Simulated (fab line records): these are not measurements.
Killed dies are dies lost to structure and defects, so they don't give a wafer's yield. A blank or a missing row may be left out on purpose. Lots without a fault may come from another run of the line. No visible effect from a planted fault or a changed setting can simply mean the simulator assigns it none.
Which tool did it? || flow sky130 || 45 wafers from 15 lots sampled at 5 of the route's 708 steps

## WHAT THE GAUGES READ, wafer by wafer
SKY_METAL5_THK_MEAS_06: measures by xrf. Usual: METAL5_ALCU_THK typically reads 1158 nm, with standard deviation 16.
{"lot": "L471", "measured": "day 43 08:02", "on": "filmMetro-02", "METAL5_ALCU_THK (nm)": "1137 1149 1153", "flag": ""}
{"lot": "L472", "measured": "day 43 11:50", "on": "filmMetro-03", "METAL5_ALCU_THK (nm)": "1140 1152 1141", "flag": ""}
{"lot": "L473", "measured": "day 43 14:02", "on": "filmMetro-03", "METAL5_ALCU_THK (nm)": "1142 1127 1126", "flag": ""}
{"lot": "L477", "measured": "day 44 12:48", "on": "filmMetro-03", "METAL5_ALCU_THK (nm)": "1163 1148 1153", "flag": ""}
{"lot": "L476", "measured": "day 44 14:31", "on": "filmMetro-02", "METAL5_ALCU_THK (nm)": "1146 1144 1146", "flag": ""}
{"lot": "L478", "measured": "day 44 18:28", "on": "filmMetro-02", "METAL5_ALCU_THK (nm)": "1169 1179 1166", "flag": ""}
{"lot": "L479", "measured": "day 45 00:44", "on": "filmMetro-04", "METAL5_ALCU_THK (nm)": "1158 1151 1154", "flag": ""}
{"lot": "L480", "measured": "day 45 11:41", "on": "filmMetro-02", "METAL5_ALCU_THK (nm)": "1146 1131 1145", "flag": ""}
{"lot": "L481", "measured": "day 45 18:42", "on": "filmMetro-04", "METAL5_ALCU_THK (nm)": "1169 1160 1164", "flag": ""}
{"lot": "L483", "measured": "day 46 08:12", "on": "filmMetro-04", "METAL5_ALCU_THK (nm)": "1161 1159 1147", "flag": ""}
{"lot": "L484", "measured": "day 46 14:32", "on": "filmMetro-03", "METAL5_ALCU_THK (nm)": "1152 1148 1160", "flag": ""}
{"lot": "L489", "measured": "day 47 17:25", "on": "filmMetro-02", "METAL5_ALCU_THK (nm)": "1374 1368 1378", "flag": "OFF"}
{"lot": "L490", "measured": "day 48 01:08", "on": "filmMetro-03", "METAL5_ALCU_THK (nm)": "1354 1342 1336", "flag": "OFF"}
{"lot": "L491", "measured": "day 48 02:20", "on": "filmMetro-03", "METAL5_ALCU_THK (nm)": "1330 1356 1344", "flag": "OFF"}
{"lot": "L494", "measured": "day 48 17:40", "on": "filmMetro-04", "METAL5_ALCU_THK (nm)": "1173 1201 1190", "flag": ""}

## TOOL THAT RAN EACH LOT (tool first, then ch and the chambers of the sampled wafers, then the start)
{"lot": "L471", "SKY_VIA3_STRIP_16": "plasmaAsher-03 ch 1, day 40 03:20", "SKY_VIA3_CMP_24": "cmp-02 ch 0,3, day 40 04:17", "SKY_METAL5_SPUTTER_01": "pvdSputter-04, day 43 07:46", "SKY_METAL5_SPUTTER_04": "pvdSputter-04, day 43 07:52"}
{"lot": "L472", "SKY_VIA3_STRIP_16": "plasmaAsher-01 ch 0,1, day 40 07:47", "SKY_VIA3_CMP_24": "cmp-01 ch 1,2,3, day 40 08:47", "SKY_METAL5_SPUTTER_01": "pvdSputter-02, day 43 11:34", "SKY_METAL5_SPUTTER_04": "pvdSputter-02, day 43 11:40"}
{"lot": "L473", "SKY_VIA3_STRIP_16": "plasmaAsher-03 ch 0,1, day 40 09:23", "SKY_VIA3_CMP_24": "cmp-01 ch 1,2,3, day 40 10:20", "SKY_METAL5_SPUTTER_01": "pvdSputter-04, day 43 13:46", "SKY_METAL5_SPUTTER_04": "pvdSputter-04, day 43 13:52"}
{"lot": "L477", "SKY_VIA3_STRIP_16": "plasmaAsher-03 ch 0,1, day 41 09:48", "SKY_VIA3_CMP_24": "cmp-01 ch 1,2, day 41 10:51", "SKY_METAL5_SPUTTER_01": "pvdSputter-02, day 44 12:32", "SKY_METAL5_SPUTTER_04": "pvdSputter-02, day 44 12:37"}
{"lot": "L476", "SKY_VIA3_STRIP_16": "plasmaAsher-03 ch 0,1, day 41 11:53", "SKY_VIA3_CMP_24": "cmp-02 ch 0,3, day 41 12:54", "SKY_METAL5_SPUTTER_01": "pvdSputter-04, day 44 14:15", "SKY_METAL5_SPUTTER_04": "pvdSputter-04, day 44 14:21"}
{"lot": "L478", "SKY_VIA3_STRIP_16": "plasmaAsher-02 ch 0,1, day 41 16:58", "SKY_VIA3_CMP_24": "cmp-01 ch 0,3, day 41 17:53", "SKY_METAL5_SPUTTER_01": "pvdSputter-04, day 44 18:11", "SKY_METAL5_SPUTTER_04": "pvdSputter-04, day 44 18:17"}
{"lot": "L479", "SKY_VIA3_STRIP_16": "plasmaAsher-03 ch 0,1, day 42 00:16", "SKY_VIA3_CMP_24": "cmp-02 ch 0,1, day 42 01:14", "SKY_METAL5_SPUTTER_01": "pvdSputter-04, day 45 00:28", "SKY_METAL5_SPUTTER_04": "pvdSputter-04, day 45 00:33"}
{"lot": "L480", "SKY_VIA3_STRIP_16": "plasmaAsher-03 ch 0,1, day 42 09:41", "SKY_VIA3_CMP_24": "cmp-02 ch 0,1,3, day 42 10:46", "SKY_METAL5_SPUTTER_01": "pvdSputter-04, day 45 11:25", "SKY_METAL5_SPUTTER_04": "pvdSputter-04, day 45 11:31"}
{"lot": "L481", "SKY_VIA3_STRIP_16": "plasmaAsher-03 ch 0,1, day 42 18:35", "SKY_VIA3_CMP_24": "cmp-01 ch 0,1,3, day 42 19:34", "SKY_METAL5_SPUTTER_01": "pvdSputter-02, day 45 18:26", "SKY_METAL5_SPUTTER_04": "pvdSputter-02, day 45 18:32"}
{"lot": "L483", "SKY_VIA3_STRIP_16": "plasmaAsher-01 ch 0,1, day 43 09:52", "SKY_VIA3_CMP_24": "cmp-02 ch 0,2, day 43 10:48", "SKY_METAL5_SPUTTER_01": "pvdSputter-04, day 46 07:55", "SKY_METAL5_SPUTTER_04": "pvdSputter-04, day 46 08:01"}
{"lot": "L484", "SKY_VIA3_STRIP_16": "plasmaAsher-01 ch 0,1, day 43 15:38", "SKY_VIA3_CMP_24": "cmp-02 ch 1,2,3, day 43 16:57", "SKY_METAL5_SPUTTER_01": "pvdSputter-04, day 46 14:16", "SKY_METAL5_SPUTTER_04": "pvdSputter-04, day 46 14:22"}
{"lot": "L489", "SKY_VIA3_STRIP_16": "plasmaAsher-02 ch 0,1, day 44 21:56", "SKY_VIA3_CMP_24": "cmp-02 ch 1,2, day 44 22:55", "SKY_METAL5_SPUTTER_01": "pvdSputter-01, day 47 17:09", "SKY_METAL5_SPUTTER_04": "pvdSputter-01, day 47 17:14"}
{"lot": "L490", "SKY_VIA3_STRIP_16": "plasmaAsher-03 ch 0,1, day 45 06:37", "SKY_VIA3_CMP_24": "cmp-01 ch 1,2,3, day 45 07:41", "SKY_METAL5_SPUTTER_01": "pvdSputter-04, day 48 00:50", "SKY_METAL5_SPUTTER_04": "pvdSputter-04, day 48 00:56"}
{"lot": "L491", "SKY_VIA3_STRIP_16": "plasmaAsher-03 ch 0, day 45 08:11", "SKY_VIA3_CMP_24": "cmp-01 ch 0,1, day 45 09:08", "SKY_METAL5_SPUTTER_01": "pvdSputter-02, day 48 02:04", "SKY_METAL5_SPUTTER_04": "pvdSputter-02, day 48 02:10"}
{"lot": "L494", "SKY_VIA3_STRIP_16": "plasmaAsher-03 ch 0,1, day 46 01:47", "SKY_VIA3_CMP_24": "cmp-02 ch 0,1,2, day 46 02:47", "SKY_METAL5_SPUTTER_01": "pvdSputter-01, day 48 17:24", "SKY_METAL5_SPUTTER_04": "pvdSputter-01, day 48 17:30"}
- SKY_VIA3_STRIP_16: strips in O2/N2.
- SKY_VIA3_CMP_24: polishes, stops on SiO2, t overpolish 20 s, target thk 0 nm.
- SKY_METAL5_SPUTTER_01: material TiN, target thk 20 nm, time 16.7 s.
- SKY_METAL5_SPUTTER_04: material TiN, target thk 70 nm, time 58.3 s.

## AS READ BY THE TOOLS THEMSELVES (means over the sampled wafers that have a number; for cases with no such wafer, the mark the record gives instead)
SKY_VIA3_STRIP_16. Usual: drypumpMotorCurrentA 5.4 A, standard deviation 0.49; oesProductAu 0.403 a.u., standard deviation 0.0054; stripTimeToEndpointS 4.133 s, standard deviation 0.03.
{"lot": "L471", "tool": "plasmaAsher-03", "drypumpMotorCurrentA (A)": 5.3, "oesProductAu (a.u.)": 0.403, "stripTimeToEndpointS (s)": 4.118, "flag": ""}
{"lot": "L472", "tool": "plasmaAsher-01", "drypumpMotorCurrentA (A)": 6.1, "oesProductAu (a.u.)": 0.398, "stripTimeToEndpointS (s)": 4.111, "flag": ""}
{"lot": "L473", "tool": "plasmaAsher-03", "drypumpMotorCurrentA (A)": 5.2, "oesProductAu (a.u.)": 0.404, "stripTimeToEndpointS (s)": 4.127, "flag": ""}
{"lot": "L477", "tool": "plasmaAsher-03", "drypumpMotorCurrentA (A)": 5.2, "oesProductAu (a.u.)": 0.406, "stripTimeToEndpointS (s)": 4.158, "flag": ""}
{"lot": "L476", "tool": "plasmaAsher-03", "drypumpMotorCurrentA (A)": 5.2, "oesProductAu (a.u.)": 0.398, "stripTimeToEndpointS (s)": 4.139, "flag": ""}
{"lot": "L478", "tool": "plasmaAsher-02", "drypumpMotorCurrentA (A)": 4.9, "oesProductAu (a.u.)": 0.398, "stripTimeToEndpointS (s)": 4.136, "flag": ""}
{"lot": "L479", "tool": "plasmaAsher-03", "drypumpMotorCurrentA (A)": 5.3, "oesProductAu (a.u.)": 0.406, "stripTimeToEndpointS (s)": 4.103, "flag": ""}
{"lot": "L480", "tool": "plasmaAsher-03", "drypumpMotorCurrentA (A)": 5.2, "oesProductAu (a.u.)": 0.400, "stripTimeToEndpointS (s)": 4.156, "flag": ""}
{"lot": "L481", "tool": "plasmaAsher-03", "drypumpMotorCurrentA (A)": 5.2, "oesProductAu (a.u.)": 0.405, "stripTimeToEndpointS (s)": 4.161, "flag": ""}
{"lot": "L483", "tool": "plasmaAsher-01", "drypumpMotorCurrentA (A)": 6.1, "oesProductAu (a.u.)": 0.405, "stripTimeToEndpointS (s)": 4.135, "flag": ""}
{"lot": "L484", "tool": "plasmaAsher-01", "drypumpMotorCurrentA (A)": 6.1, "oesProductAu (a.u.)": 0.400, "stripTimeToEndpointS (s)": 4.116, "flag": ""}
{"lot": "L489", "tool": "plasmaAsher-02", "drypumpMotorCurrentA (A)": 4.8, "oesProductAu (a.u.)": 0.405, "stripTimeToEndpointS (s)": 4.144, "flag": ""}
{"lot": "L490", "tool": "plasmaAsher-03", "drypumpMotorCurrentA (A)": 5.2, "oesProductAu (a.u.)": 0.405, "stripTimeToEndpointS (s)": 4.176, "flag": ""}
{"lot": "L491", "tool": "plasmaAsher-03", "drypumpMotorCurrentA (A)": 5.1, "oesProductAu (a.u.)": 0.402, "stripTimeToEndpointS (s)": 4.157, "flag": ""}
{"lot": "L494", "tool": "plasmaAsher-03", "drypumpMotorCurrentA (A)": 5.2, "oesProductAu (a.u.)": 0.402, "stripTimeToEndpointS (s)": 4.101, "flag": ""}

SKY_VIA3_CMP_24. Usual: motorCurrentA 10.6 A, standard deviation 1; overpolishRunS 20.001 s, standard deviation 0.0085; timeToEndpointS 94 s, standard deviation 3.4.
{"lot": "L471", "tool": "cmp-02", "motorCurrentA (A)": 10.2, "overpolishRunS (s)": 20.003, "timeToEndpointS (s)": 95, "flag": ""}
{"lot": "L472", "tool": "cmp-01", "motorCurrentA (A)": 11.5, "overpolishRunS (s)": 19.999, "timeToEndpointS (s)": 94, "flag": ""}
{"lot": "L473", "tool": "cmp-01", "motorCurrentA (A)": 11.6, "overpolishRunS (s)": 20.003, "timeToEndpointS (s)": 95, "flag": ""}
{"lot": "L477", "tool": "cmp-01", "motorCurrentA (A)": 11.0, "overpolishRunS (s)": 20.000, "timeToEndpointS (s)": 98, "flag": ""}
{"lot": "L476", "tool": "cmp-02", "motorCurrentA (A)": 10.2, "overpolishRunS (s)": 20.001, "timeToEndpointS (s)": 92, "flag": ""}
{"lot": "L478", "tool": "cmp-01", "motorCurrentA (A)": 10.2, "overpolishRunS (s)": 20.007, "timeToEndpointS (s)": 98, "flag": ""}
{"lot": "L479", "tool": "cmp-02", "motorCurrentA (A)": 10.1, "overpolishRunS (s)": 19.999, "timeToEndpointS (s)": 89, "flag": ""}
{"lot": "L480", "tool": "cmp-02", "motorCurrentA (A)": 10.0, "overpolishRunS (s)": 19.999, "timeToEndpointS (s)": 91, "flag": ""}
{"lot": "L481", "tool": "cmp-01", "motorCurrentA (A)": 11.1, "overpolishRunS (s)": 19.999, "timeToEndpointS (s)": 95, "flag": ""}
{"lot": "L483", "tool": "cmp-02", "motorCurrentA (A)": 10.4, "overpolishRunS (s)": 20.005, "timeToEndpointS (s)": 92, "flag": ""}
{"lot": "L484", "tool": "cmp-02", "motorCurrentA (A)": 11.0, "overpolishRunS (s)": 19.999, "timeToEndpointS (s)": 94, "flag": ""}
{"lot": "L489", "tool": "cmp-02", "motorCurrentA (A)": 11.2, "overpolishRunS (s)": 20.000, "timeToEndpointS (s)": 100, "flag": ""}
{"lot": "L490", "tool": "cmp-01", "motorCurrentA (A)": 11.1, "overpolishRunS (s)": 19.999, "timeToEndpointS (s)": 90, "flag": ""}
{"lot": "L491", "tool": "cmp-01", "motorCurrentA (A)": 10.8, "overpolishRunS (s)": 20.008, "timeToEndpointS (s)": 91, "flag": ""}
{"lot": "L494", "tool": "cmp-02", "motorCurrentA (A)": 10.3, "overpolishRunS (s)": 20.004, "timeToEndpointS (s)": 94, "flag": ""}

SKY_METAL5_SPUTTER_01. Usual: cathodeDcPowerW 6500.1 W, standard deviation 1.1; chamberPressurePa 0.3999 Pa, standard deviation 0.00084; throttleValvePct 30.3 %, standard deviation 1.4.
{"lot": "L471", "tool": "pvdSputter-04", "cathodeDcPowerW (W)": 6498.9, "chamberPressurePa (Pa)": 0.3989, "throttleValvePct (%)": 31.0, "flag": ""}
{"lot": "L472", "tool": "pvdSputter-02", "cathodeDcPowerW (W)": 6499.7, "chamberPressurePa (Pa)": 0.3998, "throttleValvePct (%)": 28.7, "flag": ""}
{"lot": "L473", "tool": "pvdSputter-04", "cathodeDcPowerW (W)": 6500.3, "chamberPressurePa (Pa)": 0.4001, "throttleValvePct (%)": 31.5, "flag": ""}
{"lot": "L477", "tool": "pvdSputter-02", "cathodeDcPowerW (W)": 6499.5, "chamberPressurePa (Pa)": 0.3996, "throttleValvePct (%)": 28.8, "flag": ""}
{"lot": "L476", "tool": "pvdSputter-04", "cathodeDcPowerW (W)": 6501.2, "chamberPressurePa (Pa)": 0.4006, "throttleValvePct (%)": 30.7, "flag": ""}
{"lot": "L478", "tool": "pvdSputter-04", "cathodeDcPowerW (W)": 6499.9, "chamberPressurePa (Pa)": 0.3987, "throttleValvePct (%)": 30.1, "flag": ""}
{"lot": "L479", "tool": "pvdSputter-04", "cathodeDcPowerW (W)": 6500.0, "chamberPressurePa (Pa)": 0.4006, "throttleValvePct (%)": 31.4, "flag": ""}
{"lot": "L480", "tool": "pvdSputter-04", "cathodeDcPowerW (W)": 6499.3, "chamberPressurePa (Pa)": 0.3991, "throttleValvePct (%)": 31.0, "flag": ""}
{"lot": "L481", "tool": "pvdSputter-02", "cathodeDcPowerW (W)": 6500.6, "chamberPressurePa (Pa)": 0.3999, "throttleValvePct (%)": 29.9, "flag": ""}
{"lot": "L483", "tool": "pvdSputter-04", "cathodeDcPowerW (W)": 6499.9, "chamberPressurePa (Pa)": 0.4001, "throttleValvePct (%)": 31.6, "flag": ""}
{"lot": "L484", "tool": "pvdSputter-04", "cathodeDcPowerW (W)": 6500.1, "chamberPressurePa (Pa)": 0.3995, "throttleValvePct (%)": 30.5, "flag": ""}
{"lot": "L489", "tool": "pvdSputter-01", "cathodeDcPowerW (W)": 6499.7, "chamberPressurePa (Pa)": 0.3990, "throttleValvePct (%)": 30.8, "flag": ""}
{"lot": "L490", "tool": "pvdSputter-04", "cathodeDcPowerW (W)": 6500.5, "chamberPressurePa (Pa)": 0.4005, "throttleValvePct (%)": 31.3, "flag": ""}
{"lot": "L491", "tool": "pvdSputter-02", "cathodeDcPowerW (W)": 6500.2, "chamberPressurePa (Pa)": 0.3998, "throttleValvePct (%)": 28.9, "flag": ""}
{"lot": "L494", "tool": "pvdSputter-01", "cathodeDcPowerW (W)": 6499.8, "chamberPressurePa (Pa)": 0.3995, "throttleValvePct (%)": 31.3, "flag": ""}

SKY_METAL5_SPUTTER_04. Usual: cathodeDcPowerW 6500.0 W, standard deviation 1.3; chamberPressurePa 0.4000 Pa, standard deviation 0.00068; throttleValvePct 30.3 %, standard deviation 1.4.
{"lot": "L471", "tool": "pvdSputter-04", "cathodeDcPowerW (W)": 6500.0, "chamberPressurePa (Pa)": 0.3998, "throttleValvePct (%)": 31.0, "flag": ""}
{"lot": "L472", "tool": "pvdSputter-02", "cathodeDcPowerW (W)": 6500.2, "chamberPressurePa (Pa)": 0.4003, "throttleValvePct (%)": 28.8, "flag": ""}
{"lot": "L473", "tool": "pvdSputter-04", "cathodeDcPowerW (W)": 6500.3, "chamberPressurePa (Pa)": 0.4001, "throttleValvePct (%)": 31.4, "flag": ""}
{"lot": "L477", "tool": "pvdSputter-02", "cathodeDcPowerW (W)": 6500.6, "chamberPressurePa (Pa)": 0.4001, "throttleValvePct (%)": 28.8, "flag": ""}
{"lot": "L476", "tool": "pvdSputter-04", "cathodeDcPowerW (W)": 6500.2, "chamberPressurePa (Pa)": 0.4002, "throttleValvePct (%)": 30.7, "flag": ""}
{"lot": "L478", "tool": "pvdSputter-04", "cathodeDcPowerW (W)": 6500.8, "chamberPressurePa (Pa)": 0.4003, "throttleValvePct (%)": 30.1, "flag": ""}
{"lot": "L479", "tool": "pvdSputter-04", "cathodeDcPowerW (W)": 6499.6, "chamberPressurePa (Pa)": 0.3994, "throttleValvePct (%)": 31.2, "flag": ""}
{"lot": "L480", "tool": "pvdSputter-04", "cathodeDcPowerW (W)": 6500.4, "chamberPressurePa (Pa)": 0.4000, "throttleValvePct (%)": 30.8, "flag": ""}
{"lot": "L481", "tool": "pvdSputter-02", "cathodeDcPowerW (W)": 6499.6, "chamberPressurePa (Pa)": 0.4001, "throttleValvePct (%)": 29.8, "flag": ""}
{"lot": "L483", "tool": "pvdSputter-04", "cathodeDcPowerW (W)": 6499.6, "chamberPressurePa (Pa)": 0.3996, "throttleValvePct (%)": 31.4, "flag": ""}
{"lot": "L484", "tool": "pvdSputter-04", "cathodeDcPowerW (W)": 6499.3, "chamberPressurePa (Pa)": 0.4000, "throttleValvePct (%)": 30.7, "flag": ""}
{"lot": "L489", "tool": "pvdSputter-01", "cathodeDcPowerW (W)": "-", "chamberPressurePa (Pa)": "-", "throttleValvePct (%)": "-", "flag": "OFF"}
{"lot": "L490", "tool": "pvdSputter-04", "cathodeDcPowerW (W)": "-", "chamberPressurePa (Pa)": "-", "throttleValvePct (%)": "-", "flag": "OFF"}
{"lot": "L491", "tool": "pvdSputter-02", "cathodeDcPowerW (W)": "-", "chamberPressurePa (Pa)": "-", "throttleValvePct (%)": "-", "flag": "OFF"}
{"lot": "L494", "tool": "pvdSputter-01", "cathodeDcPowerW (W)": 6500.6, "chamberPressurePa (Pa)": 0.3996, "throttleValvePct (%)": 31.5, "flag": ""}

## THE ANSWER, worked out from the rows above alone
Rule: lot off if the mean of its wafers having a number is beyond 3 standard deviations from the usual mean. Also off: a lot with no number at a reading for which 4 or more lots have one. Any other lot the step has rows for is counted as sound. After the gauges, taken in route order, come the tools' own readings; for these a lot's mean is taken, as printed above. At the first step where some lot is off, the reading lying furthest off is the one used; lots without a number count as furthest.
Off: L489, L490, L491, seen at SKY_METAL5_THK_MEAS_06 (METAL5_ALCU_THK).
A tool fits if, at a process step before that reading, it ran every lot that is off, and no sound lot after the first of them. Not tried: the gauges at SKY_METAL5_THK_MEAS_06; whatever is off there is also off at SKY_METAL5_SPUTTER_04, on other tools, and gauge error can't account for it. None of those tried fits.

## WHAT THE SIMULATOR HAD INSERTED
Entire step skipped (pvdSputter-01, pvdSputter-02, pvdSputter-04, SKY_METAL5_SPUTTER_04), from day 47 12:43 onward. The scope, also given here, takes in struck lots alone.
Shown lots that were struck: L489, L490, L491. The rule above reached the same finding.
